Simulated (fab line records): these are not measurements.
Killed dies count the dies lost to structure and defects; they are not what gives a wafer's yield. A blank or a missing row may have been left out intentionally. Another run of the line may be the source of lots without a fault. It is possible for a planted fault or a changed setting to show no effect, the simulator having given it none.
fab line records	flow sky130
record: lots: 13	wafers: 39	lastDay: 50
route steps=708 shown FIELD_ISO@5 DNWELL@43 NWELL@78 VT_ADJUST_HVTP@91 PAD_OPEN@708
lots that met no fault: from a run of the same line without faults
startH: the number of hours between the record's first day and the start of the first shown wafer of the lot	waitH: hours since the lot's step before	" the same as in the row above	L1.1+2: a row that stands for several wafers	- no value, or no start was given	* or withheld: withheld	< > ~ a bound
route shown NAME@n: NAME is a module with steps in the file, n the number in the route of the first one	usual: mean/standard deviation taken from wafers without a fault	same: alike in all rows	chamber/n: place in a boat	sites: the reading at each site	_std_site: standard deviation of those values	_edge_site: inner sites' mean taken away from outer sites' mean	radiusMm: how far each site lies from the wafer's centre	mask NAME#n: copy n	behind: the last tool/chamber to shape the wafer	hold: why the lot was held/for how many hours/how that ended	device: transistor that didn't switch, given as n, p or np	end of line: the route-end tests of the same wafers	a step given without rows: its recipe and nothing more	killed: the dies lost at the first sort to structure and to defects; this is not the yield of the wafer	map: a wafer's dies, x killed, . not, _ none there
set.NAME: the setting as run; set.NAME@STEP: as run at that earlier step	model.NAME: the simulator's own value behind a step, which no gauge read
route steps across a sampled set of lots; one table per step, one row per wafer
services: a tool's chamber out of use, with start hour (startH, from the record's first day; less than 0 if before it), hours out, and reason
== steps ==
step: SKY_FIELD_ISO_THK_MEAS_04
recipe: reads: Si3N4_of_FIELD_ISO_CVD_03
usual: FIELD_ISO_CVD_03_THK: 164.1/1.4
lot.wafer	tool	chamber	startH	waitH	FIELD_ISO_CVD_03_THK[nm]
L845.2	filmMetro-01	-	13.49	0.0	166.2
L845.3	"	-	"	"	165.9
L845.4	"	-	"	"	165.1
L846.1	filmMetro-01	-	19.97	0.0	165.4
L846.5	"	-	"	"	164.3
L846.6	"	-	"	"	165.9
L847.1	filmMetro-01	-	23.48	0.0	164.9
L847.3	"	-	"	"	164.7
L847.5	"	-	"	"	163.4
L848.2	filmMetro-03	-	30.88	0.0	164.0
L848.4	"	-	"	"	164.2
L848.5	"	-	"	"	166.0
L850.3	filmMetro-01	-	40.10	0.0	166.2
L850.4	"	-	"	"	164.0
L850.5	"	-	"	"	163.9
L852.1	filmMetro-02	-	54.62	0.0	164.2
L852.4	"	-	"	"	165.2
L852.5	"	-	"	"	163.0
L853.3	filmMetro-03	-	54.64	0.0	163.5
L853.5	"	-	"	"	163.4
L853.6	"	-	"	"	164.1
L854.3	filmMetro-03	-	58.83	0.0	164.0
L854.4	"	-	"	"	166.1
L854.6	"	-	"	"	165.1
L861.2	filmMetro-03	-	93.49	0.0	162.7
L861.3	"	-	"	"	162.6
L861.4	"	-	"	"	162.8
L862.1	filmMetro-02	-	100.38	0.0	165.4
L862.3	"	-	"	"	165.3
L862.6	"	-	"	"	165.2
L865.2	filmMetro-03	-	115.47	0.0	165.2
L865.5	"	-	"	"	165.6
L865.6	"	-	"	"	165.7
L866.2	filmMetro-01	-	119.29	0.0	162.8
L866.3	"	-	"	"	160.8
L866.4	"	-	"	"	163.4
L867.3	filmMetro-01	-	123.50	0.0	163.0
L867.4	"	-	"	"	162.8
L867.5	"	-	"	"	163.2
step: SKY_DNWELL_STRIP_08
recipe: chemistry: O2/N2	powerW: 1400	pressureMtorr: 1500	platenTempC: withheld	o2FlowSccm: 3000	n2FlowSccm: 300	overashFraction: 0.5
usual: drypumpMotorCurrentA: 6.0/0.47	oesProductAu: 0.723/0.0045	stripTimeToEndpointS: 36.93/0.1
lot.wafer	tool	chamber	startH	waitH	drypumpMotorCurrentA	oesProductAu	rfHoursCounterH	stripTimeToEndpointS
L845.2	plasmaAsher-02	1	51.02	0.1	6.5	0.725	38	36.83
L845.3	"	0	"	"	6.3	0.718	-	36.97
L845.4	"	1	"	"	6.5	0.725	-	36.94
L846.1	plasmaAsher-03	0	56.09	0.1	5.2	0.723	35	37.02
L846.5	"	0	"	"	5.2	0.722	-	37.01
L846.6	"	1	"	"	5.7	0.729	-	36.96
L847.1	plasmaAsher-03	0	63.79	0.1	5.2	0.724	36	36.98
L847.3	"	0	"	"	5.2	0.722	-	37.06
L847.5	"	1	"	"	5.7	0.720	-	37.03
L848.2	plasmaAsher-02	0	66.19	0.1	6.3	0.717	40	36.77
L848.4	"	1	"	"	6.5	0.722	-	36.78
L848.5	"	1	"	"	6.5	0.718	-	36.86
L850.3	plasmaAsher-02	1	79.90	0.1	6.5	0.721	-	37.15
L850.4	"	0	"	"	6.3	0.720	-	37.07
L850.5	"	1	"	"	6.5	0.725	-	37.07
L853.3	plasmaAsher-02	1	96.62	0.1	6.5	0.726	-	36.92
L853.5	"	1	"	"	6.5	0.719	-	36.92
L853.6	"	0	"	"	6.3	0.719	-	36.89
L852.1	plasmaAsher-01	1	97.12	0.1	6.1	0.725	43	37.03
L852.4	"	0	"	"	5.7	0.718	-	36.93
L852.5	"	1	"	"	6.1	0.724	-	37.13
L854.3	plasmaAsher-03	1	105.02	0.1	5.7	0.727	-	36.98
L854.4	"	0	"	"	5.2	0.722	-	36.94
L854.6	"	1	"	"	5.7	0.723	-	36.92
L861.2	plasmaAsher-01	1	136.42	0.1	6.1	0.730	2	36.83
L861.3	"	1	"	"	6.1	0.717	-	36.91
L861.4	"	0	"	"	5.7	0.727	-	36.86
L862.1	plasmaAsher-02	0	143.07	0.1	6.2	0.730	48	37.07
L862.3	"	0	"	"	6.3	0.726	-	36.95
L862.6	"	1	"	"	6.5	0.719	-	37.08
L865.2	plasmaAsher-03	0	161.57	0.1	5.2	0.715	46	36.88
L865.5	"	0	"	"	5.2	0.725	-	36.87
L865.6	"	1	"	"	5.7	0.728	-	36.92
L866.2	plasmaAsher-01	0	165.84	0.1	5.7	0.727	4	36.94
L866.3	"	1	"	"	6.1	0.728	-	37.01
L866.4	"	0	"	"	5.8	0.723	-	36.91
L867.3	plasmaAsher-02	0	172.00	0.1	6.2	0.725	-	37.04
L867.4	"	1	"	"	6.5	0.722	-	37.08
L867.5	"	0	"	"	6.2	0.726	-	37.04
step: SKY_NWELL_STRIP_25
recipe: chemistry: O2/N2	powerW: 1400	pressureMtorr: 1500	platenTempC: withheld	o2FlowSccm: 3000	n2FlowSccm: 300	overashFraction: 0.5
usual: drypumpMotorCurrentA: 6.0/0.46	oesProductAu: 0.723/0.004	stripTimeToEndpointS: 36.96/0.1
lot.wafer	tool	chamber	startH	waitH	drypumpMotorCurrentA	oesProductAu	rfHoursCounterH	stripTimeToEndpointS
L845.2	plasmaAsher-04	0	101.22	0.1	5.2	0.721	28	36.97
L845.3	"	0	"	"	5.2	0.735	-	36.94
L845.4	"	1	"	"	5.7	0.719	-	36.92
L846.1	plasmaAsher-04	1	108.72	0.1	5.7	0.719	29	37.17
L846.5	"	1	"	"	5.7	0.722	-	37.12
L846.6	"	0	"	"	5.2	0.724	-	37.08
L847.1	plasmaAsher-02	0	116.55	0.1	6.3	0.726	45	36.95
L847.3	"	0	"	"	6.2	0.718	-	36.98
L847.5	"	1	"	"	6.5	0.715	-	36.90
L848.2	plasmaAsher-01	1	119.47	0.1	6.1	0.720	0	37.01
L848.4	"	1	"	"	6.1	0.723	-	37.01
L848.5	"	0	"	"	5.7	0.724	-	37.08
L850.3	plasmaAsher-02	1	134.10	0.1	6.5	0.726	-	36.79
L850.4	"	0	"	"	6.3	0.719	-	36.86
L850.5	"	0	"	"	6.3	0.722	-	36.94
L853.3	plasmaAsher-04	1	153.54	0.1	5.7	0.725	-	37.02
L853.5	"	1	"	"	5.7	0.712	-	37.00
L853.6	"	0	"	"	5.2	0.725	-	37.04
L852.1	plasmaAsher-02	0	153.85	0.1	6.2	0.721	49	36.93
L852.4	"	0	"	"	6.3	0.726	-	37.00
L852.5	"	1	"	"	6.5	0.728	-	37.02
L854.3	plasmaAsher-04	1	162.34	0.1	5.7	0.723	-	36.94
L854.4	"	0	"	"	5.2	0.724	-	36.83
L854.6	"	0	"	"	5.2	0.720	-	37.02
L861.2	plasmaAsher-01	1	212.47	0.1	6.1	0.725	8	36.98
L861.3	"	0	"	"	5.7	0.720	-	36.97
L861.4	"	1	"	"	6.1	0.718	-	36.82
L862.1	plasmaAsher-02	1	213.22	0.1	6.5	0.731	54	37.04
L862.3	"	0	"	"	6.2	0.723	-	36.85
L862.6	"	1	"	"	6.5	0.718	-	36.92
L865.2	plasmaAsher-02	0	231.40	0.1	6.3	0.723	56	36.92
L865.5	"	0	"	"	6.3	0.728	-	36.96
L865.6	"	1	"	"	6.5	0.721	-	36.86
L866.2	plasmaAsher-04	0	233.17	0.1	5.2	0.724	40	37.18
L866.3	"	1	"	"	5.7	0.723	-	37.19
L866.4	"	0	"	"	5.2	0.721	-	37.04
L867.3	plasmaAsher-04	0	235.05	0.1	5.2	0.722	-	36.99
L867.4	"	1	"	"	5.7	0.723	-	36.80
L867.5	"	0	"	"	5.2	0.724	-	36.82
step: SKY_VT_ADJUST_HVTP_DEVELOP_06
recipe: resist: NOVOLAK	developer: TMAH	developTimeS: 60	devTempC: 23
usual: developerTempC: 23.00/0.12
lot.wafer	tool	chamber	startH	waitH	developerTempC
L845.2	lithoTrack-02	0	120.36	0.1	22.98
L845.3	"	0	"	"	23.01
L845.4	"	0	"	"	22.99
L846.1	lithoTrack-04	0	126.97	0.1	23.04
L846.5	"	0	"	"	23.05
L846.6	"	0	"	"	22.84
L847.1	lithoTrack-04	0	135.77	0.1	23.16
L847.3	"	0	"	"	23.13
L847.5	"	0	"	"	23.06
L848.2	lithoTrack-04	0	138.34	0.1	23.12
L848.4	"	0	"	"	23.28
L848.5	"	0	"	"	23.03
L850.3	lithoTrack-02	0	153.78	0.1	22.97
L850.4	"	0	"	"	22.93
L850.5	"	0	"	"	23.04
L853.3	lithoTrack-02	0	173.48	0.1	22.77
L853.5	"	0	"	"	22.75
L853.6	"	0	"	"	22.77
L852.1	lithoTrack-04	0	174.02	0.1	22.93
L852.4	"	0	"	"	22.88
L852.5	"	0	"	"	22.98
L854.3	lithoTrack-04	0	183.87	0.1	23.09
L854.4	"	0	"	"	22.92
L854.6	"	0	"	"	22.88
L861.2	lithoTrack-04	0	230.14	0.1	24.16
L861.3	"	0	"	"	23.99
L861.4	"	0	"	"	23.98
L862.1	lithoTrack-04	0	232.32	0.1	23.90
L862.3	"	0	"	"	23.89
L862.6	"	0	"	"	24.14
L865.2	lithoTrack-02	0	254.91	0.1	23.18
L865.5	"	0	"	"	23.07
L865.6	"	0	"	"	23.11
L866.2	lithoTrack-02	0	255.86	0.1	22.96
L866.3	"	0	"	"	22.94
L866.4	"	0	"	"	22.99
L867.3	lithoTrack-02	0	258.58	0.1	23.03
L867.4	"	0	"	"	23.13
L867.5	"	0	"	"	23.05
step: SKY_PAD_OPEN_PROBE_99
usual: killed_at_M0_to_M3: 43/6.3	killed_at_M4_up: 3.3/1.7	killedAtContacts: 24/5.4	killedAtFrontEnd: 16/4.6	killedAtOther: 0.4/0.7	killedDies: 87/9.4	killedOpen: 47/6.9	killedShort: 39/6.1
same: grossDies: 492	killedAtBackSide: 0
lot.wafer	tool	chamber	startH	waitH	killed_at_M0_to_M3	killed_at_M4_up	killedAtContacts	killedAtFrontEnd	killedAtOther	killedDies	killedOpen	killedShort
L845.2	prober-01	-	1083.70	0.1	43	5	17	15	1	81	45	36
L845.3	prober-01	-	1083.75	0.2	44	2	22	20	0	88	48	40
L845.4	prober-01	-	1083.80	0.2	40	2	33	12	0	87	48	39
L846.1	prober-02	-	1086.20	0.1	47	3	24	20	0	94	48	46
L846.5	prober-02	-	1086.40	0.2	42	1	20	18	0	81	45	34
L846.6	prober-02	-	1086.45	0.2	42	4	29	17	1	93	44	49
L847.1	prober-01	-	1091.31	0.1	49	4	21	15	0	89	52	35
L847.3	prober-01	-	1091.41	0.2	50	5	21	17	0	93	60	33
L847.5	prober-01	-	1091.51	0.2	44	5	38	18	0	105	55	48
L848.2	prober-02	-	1096.33	0.1	52	7	20	12	2	93	59	34
L848.4	prober-02	-	1096.43	0.2	49	4	28	21	1	103	52	50
L848.5	prober-02	-	1096.48	0.2	34	1	27	14	0	76	38	35
L850.3	prober-02	-	1103.55	0.2	44	2	21	15	0	82	48	34
L850.4	prober-02	-	1103.60	0.2	47	3	19	15	0	84	52	31
L850.5	prober-02	-	1103.65	0.2	45	6	12	20	0	83	43	40
L853.3	prober-02	-	1124.05	0.2	50	4	22	16	0	92	43	48
L853.5	prober-02	-	1124.15	0.2	46	2	22	19	0	89	47	41
L853.6	prober-02	-	1124.20	0.2	56	3	19	13	0	91	47	43
L852.1	prober-01	-	1124.44	0.1	43	4	22	13	0	82	45	37
L852.4	prober-01	-	1124.59	0.2	52	2	21	17	0	92	53	38
L852.5	prober-01	-	1124.64	0.2	43	2	21	16	0	82	40	42
L854.3	prober-02	-	1134.71	0.2	53	2	31	14	3	103	62	41
L854.4	prober-02	-	1134.76	0.2	46	3	26	14	1	90	52	38
L854.6	prober-02	-	1134.86	0.2	51	2	31	11	0	95	50	45
L861.2	prober-01	-	1171.20	0.1	45	5	27	15	0	92	60	32
L861.3	prober-01	-	1171.25	0.2	37	1	21	11	0	70	44	26
L861.4	prober-01	-	1171.30	0.2	43	1	21	23	0	88	39	49
L862.1	prober-02	-	1172.20	0.1	36	4	25	10	0	75	48	27
L862.3	prober-02	-	1172.30	0.2	48	3	29	14	0	94	47	47
L862.6	prober-02	-	1172.45	0.2	45	4	22	12	0	83	46	37
L865.2	prober-01	-	1191.00	0.1	43	1	25	14	1	84	46	38
L865.5	prober-01	-	1191.15	0.2	39	4	32	18	0	93	56	37
L865.6	prober-01	-	1191.20	0.2	44	4	13	17	0	78	34	44
L866.2	prober-02	-	1191.74	0.1	39	8	28	15	0	90	50	40
L866.3	prober-02	-	1191.79	0.2	36	4	31	6	1	78	42	36
L866.4	prober-02	-	1191.84	0.2	42	3	26	17	1	89	53	36
L867.3	prober-01	-	1192.78	0.2	31	3	18	16	1	69	32	37
L867.4	prober-01	-	1192.83	0.2	51	0	25	23	0	99	51	48
L867.5	prober-01	-	1192.88	0.2	43	5	32	26	0	106	60	46
killed by level:class
L845.2 VIA1:geometricParticle:open=15 METAL1:geometricParticle:short=7 CONTACT:geometricParticle:open=6 VIA3:geometricParticle:open=6 FIELD_ISO:geometricParticle:open=5 VIA1:geometricParticle:short=5 LI_CONTACT:geometricParticle:open=4 METAL4:geometricParticle:short=4
L845.3 VIA1:geometricParticle:open=13 VIA1:geometricParticle:short=8 FIELD_ISO:geometricParticle:open=7 FIELD_ISO:geometricParticle:short=6 LI_CONTACT:geometricParticle:open=6 CONTACT:geometricParticle:open=6 VIA2:geometricParticle:open=6 LOCAL_INTERCONNECT:geometricParticle:short=5
L845.4 CONTACT:geometricParticle:open=12 LI_CONTACT:geometricParticle:open=11 METAL2:geometricParticle:short=8 VIA1:geometricParticle:open=8 VIA1:geometricParticle:short=7 VIA2:geometricParticle:open=6 CONTACT:geometricParticle:short=5 VIA2:geometricParticle:short=3
L846.1 POLY_GATE:geometricParticle:open=8 LI_CONTACT:geometricParticle:open=7 METAL1:geometricParticle:short=7 VIA1:geometricParticle:short=7 VIA1:geometricParticle:open=6 VIA2:geometricParticle:open=6 VIA3:geometricParticle:open=6 CONTACT:geometricParticle:open=5
L846.5 LI_CONTACT:geometricParticle:open=8 VIA1:geometricParticle:open=7 VIA3:geometricParticle:open=7 METAL1:geometricParticle:short=6 FIELD_ISO:geometricParticle:open=5 SPACER:geometricParticle:open=5 METAL2:geometricParticle:short=5 LOCAL_INTERCONNECT:geometricParticle:short=4
L846.6 CONTACT:geometricParticle:open=9 LOCAL_INTERCONNECT:geometricParticle:short=8 VIA1:geometricParticle:open=7 VIA2:geometricParticle:open=7 POLY_GATE:geometricParticle:short=6 METAL2:geometricParticle:short=6 VIA1:geometricParticle:short=5 METAL3:geometricParticle:short=5
L847.1 CONTACT:geometricParticle:open=12 VIA2:geometricParticle:open=11 METAL1:geometricParticle:short=8 VIA1:geometricParticle:open=8 VIA3:geometricParticle:open=7 FIELD_ISO:geometricParticle:open=5 LI_CONTACT:geometricParticle:open=5 FIELD_ISO:geometricParticle:short=4
L847.3 VIA1:geometricParticle:open=11 VIA3:geometricParticle:open=10 VIA2:geometricParticle:open=9 LI_CONTACT:geometricParticle:open=9 CONTACT:geometricParticle:open=8 FIELD_ISO:geometricParticle:short=5 POLY_GATE:geometricParticle:short=4 METAL1:geometricParticle:short=4
L847.5 CONTACT:geometricParticle:open=13 CONTACT:geometricParticle:short=12 VIA2:geometricParticle:open=11 VIA1:geometricParticle:open=9 METAL1:geometricParticle:short=7 LI_CONTACT:geometricParticle:open=6 FIELD_ISO:geometricParticle:short=5 METAL4:geometricParticle:short=5
L848.2 VIA1:geometricParticle:open=14 VIA3:geometricParticle:open=9 VIA2:geometricParticle:open=9 CONTACT:geometricParticle:open=7 METAL2:geometricParticle:short=7 FIELD_ISO:geometricParticle:open=6 LI_CONTACT:geometricParticle:open=6 METAL1:geometricParticle:short=6
L848.4 VIA1:geometricParticle:open=13 CONTACT:geometricParticle:open=9 VIA2:geometricParticle:open=9 METAL1:geometricParticle:short=6 VIA2:geometricParticle:short=6 LOCAL_INTERCONNECT:geometricParticle:short=5 CONTACT:geometricParticle:short=5 POLY_GATE:geometricParticle:short=4
L848.5 CONTACT:geometricParticle:open=8 VIA2:geometricParticle:open=8 LI_CONTACT:geometricParticle:open=7 POLY_GATE:geometricParticle:short=6 CONTACT:geometricParticle:short=6 VIA1:geometricParticle:open=6 METAL1:geometricParticle:short=4 VIA1:geometricParticle:short=4
L850.3 CONTACT:geometricParticle:open=10 VIA1:geometricParticle:open=8 VIA3:geometricParticle:open=7 LI_CONTACT:geometricParticle:open=6 METAL2:geometricParticle:short=6 VIA2:geometricParticle:open=6 FIELD_ISO:geometricParticle:open=4 POLY_GATE:geometricParticle:short=4
L850.4 VIA2:geometricParticle:open=10 VIA1:geometricParticle:open=10 METAL2:geometricParticle:short=7 FIELD_ISO:geometricParticle:open=6 VIA3:geometricParticle:open=5 LI_CONTACT:geometricParticle:open=5 CONTACT:geometricParticle:open=5 LOCAL_INTERCONNECT:geometricParticle:short=4
L850.5 VIA2:geometricParticle:open=8 METAL1:geometricParticle:short=8 POLY_GATE:geometricParticle:short=5 CONTACT:geometricParticle:open=5 VIA1:geometricParticle:short=5 VIA1:geometricParticle:open=5 VIA3:geometricParticle:open=5 POLY_GATE:geometricParticle:open=4
L853.3 VIA1:geometricParticle:open=11 VIA2:geometricParticle:short=8 CONTACT:geometricParticle:open=7 METAL1:geometricParticle:short=7 VIA1:geometricParticle:short=6 VIA2:geometricParticle:open=6 FIELD_ISO:geometricParticle:open=5 CONTACT:geometricParticle:short=5
L853.5 VIA1:geometricParticle:open=14 VIA2:geometricParticle:open=9 CONTACT:geometricParticle:open=9 FIELD_ISO:geometricParticle:short=6 CONTACT:geometricParticle:short=6 METAL1:geometricParticle:short=6 SPACER:geometricParticle:short=4 VIA1:geometricParticle:short=4
L853.6 VIA1:geometricParticle:open=13 VIA2:geometricParticle:open=11 CONTACT:geometricParticle:short=6 VIA3:geometricParticle:open=6 VIA3:geometricParticle:short=6 LOCAL_INTERCONNECT:geometricParticle:short=5 FIELD_ISO:geometricParticle:short=4 LI_CONTACT:geometricParticle:open=4
L852.1 LI_CONTACT:geometricParticle:open=8 VIA2:geometricParticle:open=8 CONTACT:geometricParticle:open=7 VIA3:geometricParticle:open=6 VIA2:geometricParticle:short=6 METAL1:geometricParticle:short=5 VIA1:geometricParticle:short=5 VIA1:geometricParticle:open=4
L852.4 VIA1:geometricParticle:open=15 VIA2:geometricParticle:open=8 LI_CONTACT:geometricParticle:open=6 VIA3:geometricParticle:open=6 FIELD_ISO:geometricParticle:open=5 CONTACT:geometricParticle:open=5 METAL1:geometricParticle:short=5 METAL3:geometricParticle:short=5
L852.5 CONTACT:geometricParticle:open=7 VIA1:geometricParticle:open=7 VIA2:geometricParticle:open=6 METAL3:geometricParticle:short=6 FIELD_ISO:geometricParticle:short=5 LI_CONTACT:geometricParticle:open=5 CONTACT:geometricParticle:short=5 SPACER:geometricParticle:short=4
L854.3 VIA2:geometricParticle:open=12 VIA1:geometricParticle:open=12 CONTACT:geometricParticle:open=11 METAL1:geometricParticle:short=8 VIA3:geometricParticle:open=8 LOCAL_INTERCONNECT:geometricParticle:short=7 CONTACT:geometricParticle:short=5 FIELD_ISO:geometricParticle:open=4
L854.4 VIA1:geometricParticle:open=11 LI_CONTACT:geometricParticle:open=10 VIA2:geometricParticle:open=7 VIA3:geometricParticle:open=7 CONTACT:geometricParticle:open=6 CONTACT:geometricParticle:short=5 METAL2:geometricParticle:short=5 VIA1:geometricParticle:short=4
L854.6 CONTACT:geometricParticle:open=13 VIA1:geometricParticle:open=11 CONTACT:geometricParticle:short=10 VIA2:geometricParticle:short=8 VIA2:geometricParticle:open=8 VIA3:geometricParticle:open=6 LOCAL_INTERCONNECT:geometricParticle:short=5 METAL2:geometricParticle:short=5
L861.2 LI_CONTACT:geometricParticle:open=11 VIA1:geometricParticle:open=11 VIA2:geometricParticle:open=8 CONTACT:geometricParticle:open=7 VIA3:geometricParticle:open=7 LOCAL_INTERCONNECT:geometricParticle:short=5 METAL2:geometricParticle:short=4 METAL2:geometricParticle:open=4
L861.3 VIA1:geometricParticle:open=11 CONTACT:geometricParticle:open=7 METAL1:geometricParticle:short=6 VIA3:geometricParticle:open=6 LI_CONTACT:geometricParticle:open=4 CONTACT:geometricParticle:short=4 VIA1:geometricParticle:short=4 POLY_GATE:geometricParticle:open=3
L861.4 VIA1:geometricParticle:open=10 METAL2:geometricParticle:short=9 CONTACT:geometricParticle:short=7 VIA2:geometricParticle:open=6 POLY_GATE:geometricParticle:open=5 METAL1:geometricParticle:short=5 FIELD_ISO:geometricParticle:short=4 CONTACT:geometricParticle:open=4
L862.1 CONTACT:geometricParticle:open=12 VIA1:geometricParticle:open=11 METAL2:geometricParticle:short=8 VIA3:geometricParticle:open=6 LI_CONTACT:geometricParticle:open=5 CONTACT:geometricParticle:short=4 VIA2:geometricParticle:open=4 FIELD_ISO:geometricParticle:short=2
L862.3 VIA1:geometricParticle:open=10 LI_CONTACT:geometricParticle:short=7 CONTACT:geometricParticle:short=7 CONTACT:geometricParticle:open=7 METAL2:geometricParticle:short=7 VIA3:geometricParticle:open=7 LI_CONTACT:geometricParticle:open=4 LOCAL_INTERCONNECT:geometricParticle:short=4
L862.6 VIA1:geometricParticle:open=9 VIA3:geometricParticle:open=8 CONTACT:geometricParticle:open=7 VIA1:geometricParticle:short=6 LI_CONTACT:geometricParticle:open=5 VIA2:geometricParticle:short=5 VIA2:geometricParticle:open=5 FIELD_ISO:geometricParticle:short=4
L865.2 VIA1:geometricParticle:open=12 LI_CONTACT:geometricParticle:open=6 CONTACT:geometricParticle:short=6 VIA2:geometricParticle:open=6 CONTACT:geometricParticle:open=5 METAL1:geometricParticle:short=5 VIA3:geometricParticle:open=5 LI_CONTACT:geometricParticle:short=4
L865.5 LI_CONTACT:geometricParticle:open=10 VIA1:geometricParticle:open=10 CONTACT:geometricParticle:open=8 VIA2:geometricParticle:open=8 LI_CONTACT:geometricParticle:short=7 POLY_GATE:geometricParticle:open=6 FIELD_ISO:geometricParticle:open=5 LOCAL_INTERCONNECT:geometricParticle:short=5
L865.6 VIA1:geometricParticle:open=14 POLY_GATE:geometricParticle:short=6 METAL2:geometricParticle:short=6 VIA3:geometricParticle:short=6 FIELD_ISO:geometricParticle:open=4 METAL3:geometricParticle:short=4 LI_CONTACT:geometricParticle:open=4 VIA2:geometricParticle:short=4
L866.2 CONTACT:geometricParticle:open=12 CONTACT:geometricParticle:short=7 METAL1:geometricParticle:short=7 VIA1:geometricParticle:open=7 LI_CONTACT:geometricParticle:open=6 METAL2:geometricParticle:short=6 VIA3:geometricParticle:open=6 VIA1:geometricParticle:short=5
L866.3 CONTACT:geometricParticle:open=14 VIA1:geometricParticle:open=8 CONTACT:geometricParticle:short=7 METAL2:geometricParticle:short=7 LI_CONTACT:geometricParticle:open=7 VIA3:geometricParticle:open=5 METAL4:geometricParticle:short=4 FIELD_ISO:geometricParticle:open=3
L866.4 VIA3:geometricParticle:open=10 METAL2:geometricParticle:short=8 CONTACT:geometricParticle:open=8 LI_CONTACT:geometricParticle:open=7 FIELD_ISO:geometricParticle:open=5 VIA1:geometricParticle:open=5 VIA2:geometricParticle:open=5 LOCAL_INTERCONNECT:geometricParticle:short=4
L867.3 VIA1:geometricParticle:open=7 VIA3:geometricParticle:open=6 FIELD_ISO:geometricParticle:open=5 POLY_GATE:geometricParticle:short=5 LOCAL_INTERCONNECT:geometricParticle:short=5 CONTACT:geometricParticle:open=5 VIA1:geometricParticle:short=5 CONTACT:geometricParticle:short=4
L867.4 CONTACT:geometricParticle:open=9 VIA1:geometricParticle:open=9 POLY_GATE:geometricParticle:open=8 VIA1:geometricParticle:short=7 METAL1:geometricParticle:short=6 METAL2:geometricParticle:short=6 VIA2:geometricParticle:short=5 LI_CONTACT:geometricParticle:open=5
L867.5 VIA1:geometricParticle:open=11 LI_CONTACT:geometricParticle:open=9 CONTACT:geometricParticle:open=8 VIA2:geometricParticle:open=7 FIELD_ISO:geometricParticle:open=6 FIELD_ISO:geometricParticle:short=5 POLY_GATE:geometricParticle:short=5 LOCAL_INTERCONNECT:geometricParticle:short=5
== services ==
tool	chamber	startH	hours	kind
lithoTrack-04	-	28.51	-	consumableReplace:filter
plasmaAsher-04	-	41.82	15.6	pm
plasmaAsher-01	-	108.75	9.0	pm
plasmaAsher-01	0	108.75	9.0	ventCycle
plasmaAsher-01	1	108.75	9.0	ventCycle
plasmaAsher-04	-	111.77	4.8	repair
plasmaAsher-01	0	117.75	-	clean
plasmaAsher-01	1	117.75	-	clean
lithoTrack-02	-	240.15	-	consumableReplace:filter
== key ==
firstSign: step: SKY_VT_ADJUST_HVTP_DEVELOP_06	reading: developerTempC	direction: up	sigmas: 8.7	usual: *	struck: *
effect none on later readings
metAt SKY_VT_ADJUST_HVTP_DEVELOP_06
struckLots L861,L862
testerLeftOut L861,L862
notActingAt SKY_FIELD_ISO_THK_MEAS_04,SKY_DNWELL_STRIP_08,SKY_NWELL_STRIP_25
onsetBetween 183.87 230.14
fault: kind: processParameterDrift	tool: lithoTrack-04	chamber: -	onsetH: 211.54	steps: SKY_VT_ADJUST_HVTP_DEVELOP_06	channel: devTempC	offset: *	shape: step	endH: 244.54	actsIn: *	stated: *
testerLeftOut: of these lots the tester's yield and bins aren't shown, on N5 and GAA mostly nor the transistor test; their killed dies are dies lost to structure and defects alone, not to doping, threshold or leakage, so they don't give the yield
